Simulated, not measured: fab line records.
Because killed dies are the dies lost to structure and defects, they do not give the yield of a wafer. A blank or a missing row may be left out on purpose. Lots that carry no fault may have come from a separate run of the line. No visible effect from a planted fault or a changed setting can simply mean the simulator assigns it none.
fab line records -- flow sky130
[record] lots = 6, wafers = 18, last-day = 50
route steps=708 shown SD_N@350 SD_P@359 RES_XHIGH@360 SALICIDE@361 LI_CONTACT@362 PAD_OPEN@708
lots that met no fault: taken from a fault-free run of the same line
start-h: hours from the record's first day to the start of the lot's first wafer shown -- wait-h: hours elapsed since this lot's preceding step -- " same as the row above -- L1.1+2: a single row standing in for several wafers -- - no value present, or no start provided -- * or withheld: withheld -- < > ~ a bound
route shown NAME@n: names a module that has steps shown in the file, with the first one's number in the route -- usual: mean and standard deviation over wafers with no fault -- same: alike in all rows -- chamber/n: place in a boat -- sites: the reading at each site -- _std_site: the standard deviation of these -- _edge_site: the outer-site mean with the inner-site mean subtracted -- radius-mm: for every site, how far away it sits from the centre of the wafer -- mask NAME#n: copy n -- behind: the last tool/chamber to shape the wafer -- hold: the reason the lot was held/the length of the hold in hours/how it ended -- device: which transistor (n, p or np) failed to switch -- end of line: the route-end tests of the same wafers -- where a step has no rows: the recipe by itself -- killed: dies lost to structure and defects at the first sort, not the wafer's yield -- map: shows each die of a wafer: x if killed, . if not, _ if none is there
set.NAME: setting as actually run; set.NAME@STEP: the setting as run at that earlier step -- model.NAME: the simulator's own value behind a step, which no gauge read
lots seen at some steps along the route; tables by step, rows by wafer
services: when a tool's chamber went out of use (start-h, in hours from the record's first day, below 0 if earlier), for how many hours, and the reason
[[steps]]
[step SKY_SD_N_OVL_MEAS_08]
[usual] SD_N_OVL = -0.1/1.7
lot.wafer,tool,chamber,start-h,wait-h,SD_N_OVL[nm]
L601.3,overlay-02,-,704.94,0.1,-0.8
L601.4,overlay-02,-,704.94,0.1,1.7
L601.6,overlay-02,-,704.94,0.1,-0.1
L603.1,overlay-02,-,714.66,0.1,-2.5
L603.4,overlay-02,-,714.66,0.1,-4.6
L603.5,overlay-02,-,714.66,0.1,-2.1
L607.2,overlay-01,-,744.99,0.1,1.4
L607.3,overlay-01,-,744.99,0.1,1.1
L607.5,overlay-01,-,744.99,0.1,2.6
L611.3,overlay-02,-,774.52,0.1,-1.8
L611.5,overlay-02,-,774.52,0.1,0.3
L611.6,overlay-02,-,774.52,0.1,-0.7
L613.3,overlay-02,-,790.80,0.1,1.7
L613.4,overlay-02,-,790.80,0.1,1.9
L613.5,overlay-02,-,790.80,0.1,1.7
L617.1,overlay-02,-,831.31,0.1,-2.4
L617.3,overlay-02,-,831.31,0.1,-1.5
L617.4,overlay-02,-,831.31,0.1,-1.9
[step SKY_SD_N_IMPLANT_09]
[recipe] species = As, energy-kev = 50, dose-cm2 = 4e+15, tilt-deg = 0
[step SKY_SD_N_IMPLANT_10]
[recipe] species = P, energy-kev = 20, dose-cm2 = 1e+14, tilt-deg = 0
[step SKY_SD_N_STRIP_11]
[recipe] chemistry = O2/N2, power-w = 1400, pressure-mtorr = 1500, platen-temp-c = withheld, o2-flow-sccm = 3000, n2-flow-sccm = 300, overash-fraction = 0.5
[usual] drypump-motor-current-A = 5.8/0.45, oes-product-au = 0.528/0.0042, strip-time-to-endpoint-s = 22.54/0.036
lot.wafer,tool,chamber,start-h,wait-h,drypump-motor-current-A,oes-product-au,rf-hours-counter-h,strip-time-to-endpoint-s
L601.3,plasma-asher-02,1,705.37,0.2,5.8,0.532,-,22.58
L601.4,plasma-asher-02,0,705.37,0.2,5.9,0.528,-,22.59
L601.6,plasma-asher-02,0,705.37,0.2,5.9,0.535,-,22.58
L603.1,plasma-asher-02,0,715.00,0.1,5.9,0.527,63,22.50
L603.4,plasma-asher-02,1,715.00,0.1,5.7,0.537,-,22.46
L603.5,plasma-asher-02,1,715.00,0.1,5.7,0.525,-,22.51
L607.2,plasma-asher-01,0,745.32,0.1,5.8,0.534,89,22.56
L607.3,plasma-asher-01,0,745.32,0.1,5.8,0.533,-,22.50
L607.5,plasma-asher-01,1,745.32,0.1,6.8,0.527,-,22.57
L611.3,plasma-asher-03,1,774.88,0.1,5.3,0.520,-,22.53
L611.5,plasma-asher-03,0,774.88,0.1,5.3,0.532,-,22.56
L611.6,plasma-asher-03,1,774.88,0.1,5.3,0.529,-,22.59
L613.3,plasma-asher-02,1,791.15,0.1,5.7,0.526,-,22.50
L613.4,plasma-asher-02,0,791.15,0.1,6.0,0.526,-,22.51
L613.5,plasma-asher-02,0,791.15,0.1,6.0,0.525,-,22.53
L617.1,plasma-asher-02,0,831.65,0.1,6.0,0.528,76,22.53
L617.3,plasma-asher-02,1,831.65,0.1,5.8,0.530,-,22.56
L617.4,plasma-asher-02,0,831.65,0.1,6.0,0.528,-,22.55
[step SKY_SD_N_TW_MEAS_12]
[usual] SD_N_TW = 4011/51
lot.wafer,tool,chamber,start-h,wait-h,SD_N_TW
L601.3,film-metro-01,-,705.45,0.1,4113
L601.4,film-metro-01,-,705.45,0.1,4127
L601.6,film-metro-01,-,705.45,0.1,4108
L603.1,film-metro-02,-,715.10,0.1,4048
L603.4,film-metro-02,-,715.10,0.1,4059
L603.5,film-metro-02,-,715.10,0.1,4051
L607.2,film-metro-02,-,745.43,0.1,4025
L607.3,film-metro-02,-,745.43,0.1,4026
L607.5,film-metro-02,-,745.43,0.1,4020
L611.3,film-metro-04,-,774.97,0.1,3972
L611.5,film-metro-04,-,774.97,0.1,3976
L611.6,film-metro-04,-,774.97,0.1,3971
L613.3,film-metro-02,-,791.24,0.1,3979
L613.4,film-metro-02,-,791.24,0.1,3991
L613.5,film-metro-02,-,791.24,0.1,4011
L617.1,film-metro-04,-,831.75,0.1,3954
L617.3,film-metro-04,-,831.75,0.1,3976
L617.4,film-metro-04,-,831.75,0.1,3965
[step SKY_SD_N_CLEAN_13]
[recipe] chemistry = SC1/SC2, mix = 1:4:20, temp-c = 70, time-s = 150, dry = n2-spin
[step SKY_SD_N_RTA_14]
[recipe] temp-c = 1075, time-s = 2, idle-temp-c = 650, ramp-up-c-per-s = 150, ramp-down-c-per-s = 90, ambient = N2
[usual] chamber-o2-ppm = 2.000/0.026, lamp-power-pct = 15.74/0.053, wafer_temp_C_max = 1078.1/1.3
lot.wafer,tool,chamber,start-h,wait-h,chamber-o2-ppm,lamp-power-pct,wafer_temp_C_max
L601.3,rtp-anneal-02,0,705.56,0.0,2.016,15.65,1080.6
L601.4,rtp-anneal-02,0,705.56,0.0,2.027,15.71,1078.5
L601.6,rtp-anneal-02,0,705.56,0.0,1.976,15.67,1078.2
L603.1,rtp-anneal-01,0,715.21,0.0,2.013,15.74,1078.1
L603.4,rtp-anneal-01,0,715.21,0.0,1.977,15.67,1076.3
L603.5,rtp-anneal-01,0,715.21,0.0,2.033,15.69,1076.2
L607.2,rtp-anneal-01,0,745.55,0.0,2.025,15.74,1079.3
L607.3,rtp-anneal-01,0,745.55,0.0,1.981,15.71,1080.4
L607.5,rtp-anneal-01,0,745.55,0.0,2.039,15.67,1078.9
L611.3,rtp-anneal-01,0,775.08,0.0,1.992,15.78,1078.2
L611.5,rtp-anneal-01,0,775.08,0.0,1.999,15.72,1077.6
L611.6,rtp-anneal-01,0,775.08,0.0,1.993,15.72,1080.3
L613.3,rtp-anneal-01,0,791.35,0.0,1.996,15.75,1078.6
L613.4,rtp-anneal-01,0,791.35,0.0,1.973,15.69,1079.9
L613.5,rtp-anneal-01,0,791.35,0.0,1.979,15.71,1080.6
L617.1,rtp-anneal-01,0,831.86,0.0,2.005,15.70,1078.7
L617.3,rtp-anneal-01,0,831.86,0.0,1.973,15.84,1078.1
L617.4,rtp-anneal-01,0,831.86,0.0,1.987,15.72,1078.1
[step SKY_SD_N_RS_MEAS_16]
[recipe] thk-meas-gauge = four-point-probe
[usual] SD_N_RS = 68.53/0.1
lot.wafer,tool,chamber,start-h,wait-h,SD_N_RS[ohm/sq]
L601.3,film-metro-04,-,705.76,0.1,68.60
L601.4,film-metro-04,-,705.76,0.1,68.51
L601.6,film-metro-04,-,705.76,0.1,68.64
L603.1,film-metro-01,-,715.39,0.1,68.49
L603.4,film-metro-01,-,715.39,0.1,68.50
L603.5,film-metro-01,-,715.39,0.1,68.47
L607.2,film-metro-04,-,745.73,0.1,68.53
L607.3,film-metro-04,-,745.73,0.1,68.50
L607.5,film-metro-04,-,745.73,0.1,68.37
L611.3,film-metro-02,-,775.27,0.1,68.60
L611.5,film-metro-02,-,775.27,0.1,68.69
L611.6,film-metro-02,-,775.27,0.1,68.50
L613.3,film-metro-04,-,791.55,0.1,68.44
L613.4,film-metro-04,-,791.55,0.1,68.58
L613.5,film-metro-04,-,791.55,0.1,68.50
L617.1,film-metro-02,-,832.04,0.1,68.56
L617.3,film-metro-02,-,832.04,0.1,68.51
L617.4,film-metro-02,-,832.04,0.1,68.74
[step SKY_SD_N_RS_MEAS_17]
[recipe] thk-meas-gauge = four-point-probe
[usual] SD_P_RS = 147.1/0.37
lot.wafer,tool,chamber,start-h,wait-h,SD_P_RS[ohm/sq]
L601.3,film-metro-04,-,705.88,0.1,147.2
L601.4,film-metro-04,-,705.88,0.1,146.7
L601.6,film-metro-04,-,705.88,0.1,147.0
L603.1,film-metro-01,-,715.51,0.1,147.0
L603.4,film-metro-01,-,715.51,0.1,146.8
L603.5,film-metro-01,-,715.51,0.1,147.0
L607.2,film-metro-04,-,745.85,0.1,147.1
L607.3,film-metro-04,-,745.85,0.1,147.3
L607.5,film-metro-04,-,745.85,0.1,146.8
L611.3,film-metro-02,-,775.39,0.1,147.1
L611.5,film-metro-02,-,775.39,0.1,147.0
L611.6,film-metro-02,-,775.39,0.1,147.2
L613.3,film-metro-04,-,791.67,0.1,146.9
L613.4,film-metro-04,-,791.67,0.1,146.9
L613.5,film-metro-04,-,791.67,0.1,147.0
L617.1,film-metro-02,-,832.16,0.1,147.5
L617.3,film-metro-02,-,832.16,0.1,147.4
L617.4,film-metro-02,-,832.16,0.1,147.4
[step SKY_SD_N_RS_MEAS_18]
[recipe] thk-meas-gauge = four-point-probe
[usual] RES_XHIGH_RS = 333.3/1.1
lot.wafer,tool,chamber,start-h,wait-h,RES_XHIGH_RS[ohm/sq]
L601.3,film-metro-04,-,706.00,0.1,332.2
L601.4,film-metro-04,-,706.00,0.1,332.4
L601.6,film-metro-04,-,706.00,0.1,332.0
L603.1,film-metro-01,-,715.63,0.1,331.2
L603.4,film-metro-01,-,715.63,0.1,331.2
L603.5,film-metro-01,-,715.63,0.1,332.4
L607.2,film-metro-04,-,745.97,0.1,332.5
L607.3,film-metro-04,-,745.97,0.1,334.4
L607.5,film-metro-04,-,745.97,0.1,332.5
L611.3,film-metro-02,-,775.51,0.1,333.0
L611.5,film-metro-02,-,775.51,0.1,333.8
L611.6,film-metro-02,-,775.51,0.1,334.2
L613.3,film-metro-04,-,791.79,0.1,331.1
L613.4,film-metro-04,-,791.79,0.1,332.3
L613.5,film-metro-04,-,791.79,0.1,331.5
L617.1,film-metro-02,-,832.28,0.1,333.7
L617.3,film-metro-02,-,832.28,0.1,333.4
L617.4,film-metro-02,-,832.28,0.1,332.7
[step SKY_SALICIDE_CLEAN_00]
[recipe] chemistry = HF-last, time-s = 30, dilution = 100:1, dry = ipa-marangoni
[step SKY_LI_CONTACT_HDPCVD_00]
[recipe] material = PSG, target-thk-nm = 930, sigma-open-frac = 0.3, time-s = 155, temp-c = 600, sih4-flow-sccm = 60, pressure-mtorr = 6
[usual] run-length-s = 182.9/0.42
lot.wafer,tool,chamber,start-h,wait-h,run-length-s,model.PSG_of_LI_CONTACT_HDPCVD_00.thk-nm
L601.3,hdpcvd-02,0,706.09,0.0,182.4,914.2
L601.4,hdpcvd-02,0,706.09,0.0,182.6,924.1
L601.6,hdpcvd-02,1,706.09,0.0,182.4,936.4
L603.1,hdpcvd-01,2,715.76,0.0,146.4,703.4
L603.4,hdpcvd-01,0,715.76,0.0,146.6,712.5
L603.5,hdpcvd-01,1,715.76,0.0,147.6,678.9
L607.2,hdpcvd-01,0,746.09,0.0,146.8,712.6
L607.3,hdpcvd-01,2,746.09,0.0,146.2,705.1
L607.5,hdpcvd-01,2,746.09,0.0,146.6,705
L611.3,hdpcvd-02,1,775.61,0.0,182.5,945.6
L611.5,hdpcvd-02,0,775.61,0.0,182.3,919.1
L611.6,hdpcvd-02,1,775.61,0.0,182.8,944.9
L613.3,hdpcvd-02,2,791.89,0.0,182.8,924.4
L613.4,hdpcvd-02,0,791.89,0.0,182.8,910.5
L613.5,hdpcvd-02,2,791.89,0.0,182.5,916.4
L617.1,hdpcvd-01,2,832.41,0.0,182.8,923.1
L617.3,hdpcvd-01,1,832.41,0.0,183.1,928.8
L617.4,hdpcvd-01,1,832.41,0.0,183.1,939.8
[step SKY_LI_CONTACT_THK_MEAS_01]
[recipe] reads = PSG_of_LI_CONTACT_HDPCVD_00
[usual] LI_CONTACT_HDPCVD_THK = 924/11
lot.wafer,tool,chamber,start-h,wait-h,LI_CONTACT_HDPCVD_THK[nm]
L601.3,film-metro-01,-,706.22,0.1,914
L601.4,film-metro-01,-,706.22,0.1,925
L601.6,film-metro-01,-,706.22,0.1,936
L603.1,film-metro-04,-,715.87,0.1,703
L603.4,film-metro-04,-,715.87,0.1,713
L603.5,film-metro-04,-,715.87,0.1,679
L607.2,film-metro-01,-,746.20,0.1,713
L607.3,film-metro-01,-,746.20,0.1,705
L607.5,film-metro-01,-,746.20,0.1,705
L611.3,film-metro-01,-,775.73,0.1,946
L611.5,film-metro-01,-,775.73,0.1,919
L611.6,film-metro-01,-,775.73,0.1,945
L613.3,film-metro-02,-,792.01,0.1,924
L613.4,film-metro-02,-,792.01,0.1,911
L613.5,film-metro-02,-,792.01,0.1,916
L617.1,film-metro-04,-,832.52,0.1,923
L617.3,film-metro-04,-,832.52,0.1,929
L617.4,film-metro-04,-,832.52,0.1,939
[step SKY_LI_CONTACT_CMP_02]
[recipe] material = PSG, down-force-psi = 4, platen-rpm = 60, pad-velocity-m-s = 0.94248
[usual] motor-current-A = 12.1/0.85, time-to-endpoint-s = 32/3
lot.wafer,tool,chamber,start-h,wait-h,motor-current-A,time-to-endpoint-s
L601.3,cmp-01,0,706.31,0.1,11.6,31
L601.4,cmp-01,2,706.31,0.1,10.7,31
L601.6,cmp-01,0,706.31,0.1,11.1,33
L603.1,cmp-01,0,715.93,0.1,11.5,8
L603.4,cmp-01,1,715.93,0.1,13.3,6
L603.5,cmp-01,1,715.93,0.1,13.0,3
L607.3,cmp-01,0,746.30,0.1,11.0,12
L607.2,cmp-01,1,746.30,0.1,14.2,10
L607.5,cmp-01,0,746.30,0.1,11.6,11
L611.3,cmp-01,0,775.77,0.0,10.7,36
L611.5,cmp-01,0,775.77,0.0,10.9,35
L611.6,cmp-01,1,775.77,0.0,13.6,31
L613.4,cmp-02,3,792.05,0.0,13.0,29
L613.3,cmp-02,0,792.05,0.0,12.2,34
L613.5,cmp-02,3,792.05,0.0,13.1,30
L617.1,cmp-01,3,832.58,0.1,11.9,32
L617.4,cmp-01,0,832.58,0.1,11.5,36
L617.3,cmp-01,1,832.58,0.1,13.2,32
[step SKY_LI_CONTACT_BOW_MEAS_03]
[recipe] mode = bow
[usual] LI_CONTACT_BOW = 57/7.2
lot.wafer,tool,chamber,start-h,wait-h,LI_CONTACT_BOW[um]
L601.3,film-metro-01,-,706.60,0.2,66
L601.4,film-metro-01,-,706.60,0.2,50
L601.6,film-metro-01,-,706.60,0.2,47
L603.1,film-metro-01,-,716.23,0.2,58
L603.4,film-metro-01,-,716.23,0.2,67
L603.5,film-metro-01,-,716.23,0.2,59
L607.2,film-metro-04,-,746.57,0.2,60
L607.3,film-metro-04,-,746.57,0.2,63
L607.5,film-metro-04,-,746.57,0.2,61
L611.3,film-metro-02,-,776.11,0.3,61
L611.5,film-metro-02,-,776.11,0.3,58
L611.6,film-metro-02,-,776.11,0.3,54
L613.3,film-metro-04,-,792.42,0.3,56
L613.4,film-metro-04,-,792.42,0.3,60
L613.5,film-metro-04,-,792.42,0.3,40
L617.1,film-metro-02,-,832.88,0.2,63
L617.3,film-metro-02,-,832.88,0.2,80
L617.4,film-metro-02,-,832.88,0.2,51
[step SKY_PAD_OPEN_PROBE_99]
[usual] killed_at_M0_to_M3 = 44/7.1, killed_at_M4_up = 3.5/2, killed-at-contacts = 24/5.3, killed-at-front-end = 15/4.8, killed-at-other = 0.1/0.35, killed-dies = 86/9.3, killed-open = 47/7.8, killed-short = 39/5.9
[same] gross-dies = 492, killed-at-back-side = 0
lot.wafer,tool,chamber,start-h,wait-h,killed_at_M0_to_M3,killed_at_M4_up,killed-at-contacts,killed-at-front-end,killed-at-other,killed-dies,killed-open,killed-short
L601.3,prober-01,-,1117.68,0.2,40,4,22,12,0,78,45,33
L601.4,prober-01,-,1117.73,0.2,34,6,25,9,0,74,39,35
L601.6,prober-01,-,1117.83,0.2,41,4,17,13,0,75,36,39
L603.1,prober-02,-,1128.07,0.1,43,3,32,13,1,92,52,40
L603.4,prober-02,-,1128.22,0.2,43,2,13,9,1,68,41,26
L603.5,prober-02,-,1128.27,0.2,39,3,24,9,0,75,44,31
L607.2,prober-02,-,1150.14,0.1,56,3,18,21,1,99,52,47
L607.3,prober-02,-,1150.19,0.2,42,3,23,24,0,92,49,43
L607.5,prober-02,-,1150.29,0.2,52,0,18,13,0,83,45,38
// killed by level:class
L601.3 CONTACT:geometric-particle:open=9 VIA1:geometric-particle:open=9 VIA2:geometric-particle:open=8 VIA3:geometric-particle:open=7 FIELD_ISO:geometric-particle:open=5 LOCAL_INTERCONNECT:geometric-particle:short=5 VIA1:geometric-particle:short=5 FIELD_ISO:geometric-particle:short=3
L601.4 CONTACT:geometric-particle:open=9 VIA3:geometric-particle:open=7 FIELD_ISO:geometric-particle:open=6 VIA1:geometric-particle:short=6 VIA1:geometric-particle:open=6 CONTACT:geometric-particle:short=5 LOCAL_INTERCONNECT:geometric-particle:short=4 METAL1:geometric-particle:short=4
L601.6 VIA2:geometric-particle:open=10 LI_CONTACT:geometric-particle:open=6 METAL2:geometric-particle:short=6 POLY_GATE:geometric-particle:short=5 VIA1:geometric-particle:open=5 METAL1:geometric-particle:short=5 FIELD_ISO:geometric-particle:open=4 VIA1:geometric-particle:short=4
L603.1 CONTACT:geometric-particle:open=12 VIA1:geometric-particle:open=9 LI_CONTACT:geometric-particle:open=8 VIA2:geometric-particle:open=7 METAL3:geometric-particle:short=6 FIELD_ISO:geometric-particle:open=5 VIA3:geometric-particle:short=5 LOCAL_INTERCONNECT:geometric-particle:short=5
L603.4 VIA1:geometric-particle:open=13 CONTACT:geometric-particle:open=8 VIA1:geometric-particle:short=5 VIA2:geometric-particle:open=5 VIA3:geometric-particle:open=5 VIA3:geometric-particle:short=4 LI_CONTACT:geometric-particle:open=3 METAL1:geometric-particle:short=3
L603.5 VIA1:geometric-particle:open=10 LI_CONTACT:geometric-particle:open=7 CONTACT:geometric-particle:open=7 VIA3:geometric-particle:open=7 VIA2:geometric-particle:open=5 FIELD_ISO:geometric-particle:short=4 LOCAL_INTERCONNECT:geometric-particle:short=4 METAL1:geometric-particle:short=3
L607.2 VIA1:geometric-particle:open=11 CONTACT:geometric-particle:open=10 METAL2:geometric-particle:short=7 METAL1:geometric-particle:short=6 VIA1:geometric-particle:short=6 VIA3:geometric-particle:open=6 FIELD_ISO:geometric-particle:short=5 METAL3:geometric-particle:short=5
L607.3 CONTACT:geometric-particle:open=14 FIELD_ISO:geometric-particle:open=8 METAL1:geometric-particle:short=8 VIA3:geometric-particle:open=7 VIA1:geometric-particle:open=5 FIELD_ISO:geometric-particle:short=4 POLY_GATE:geometric-particle:short=4 METAL2:geometric-particle:short=4
L607.5 METAL1:geometric-particle:short=9 VIA1:geometric-particle:open=9 VIA2:geometric-particle:open=8 CONTACT:geometric-particle:open=6 VIA1:geometric-particle:short=6 POLY_GATE:geometric-particle:open=5 CONTACT:geometric-particle:short=5 METAL1:geometric-particle:open=5
[[services]]
tool,chamber,start-h,hours,kind
cmp-01,-,695.12,4.6,pm
hdpcvd-02,2,709.51,12.1,repair
cmp-02,-,711.70,5.4,pm
rtp-anneal-02,-,711.91,0.4,repair
plasma-asher-03,-,733.75,9.0,pm
plasma-asher-03,0,733.75,9.0,vent-cycle
plasma-asher-03,1,733.75,9.0,vent-cycle
plasma-asher-03,0,742.75,-,clean
plasma-asher-03,1,742.75,-,clean
cmp-02,-,744.00,4.0,pm
plasma-asher-02,-,747.11,0.4,repair
cmp-02,-,748.00,-,consumable-replace:conditioner
cmp-02,-,748.00,-,consumable-replace:pad
cmp-02,-,759.49,1.4,repair
cmp-02,-,762.25,0.9,repair
plasma-asher-01,-,763.61,13.4,repair
hdpcvd-01,-,789.61,2.8,pm
hdpcvd-02,2,792.53,17.4,repair
hdpcvd-01,0,793.87,3.9,repair
hdpcvd-01,2,801.98,6.7,repair
hdpcvd-02,-,803.79,0.6,repair
cmp-01,-,804.09,2.0,repair
cmp-02,-,821.43,4.2,repair
cmp-02,-,831.64,2.7,repair
[[key]]
[first-sign] step = SKY_LI_CONTACT_HDPCVD_00, reading = run-length-s, direction = down, sigmas = 87, usual = *, struck = *
[effect] step = SKY_LI_CONTACT_THK_MEAS_01, reading = LI_CONTACT_HDPCVD_THK, direction = down, sigmas = 20, usual = 924, struck = 703
[effect] step = SKY_LI_CONTACT_CMP_02, reading = time-to-endpoint-s, direction = down, sigmas = 7.8, usual = *, struck = *
[model-effect] step = SKY_LI_CONTACT_HDPCVD_00, value = PSG_of_LI_CONTACT_HDPCVD_00.thk-nm, without = 922, struck = 702.9
met-at SKY_LI_CONTACT_HDPCVD_00
struck-wafers L603.1,L603.4,L603.5,L607.2,L607.3,L607.5
tester-left-out L603,L607
[fault] kind = process-parameter-drift, tool = hdpcvd-01, chamber = -, onset-h = 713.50, steps = SKY_LI_CONTACT_HDPCVD_00, channel = time-s, offset = *, shape = step, end-h = 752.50, acts-in = *, stated = *
// tester-left-out: of these lots the tester's yield and bins aren't shown, on N5 and GAA mostly nor the transistor test; their killed dies are dies lost to structure and defects alone, not to doping, threshold or leakage, so they don't give the yield
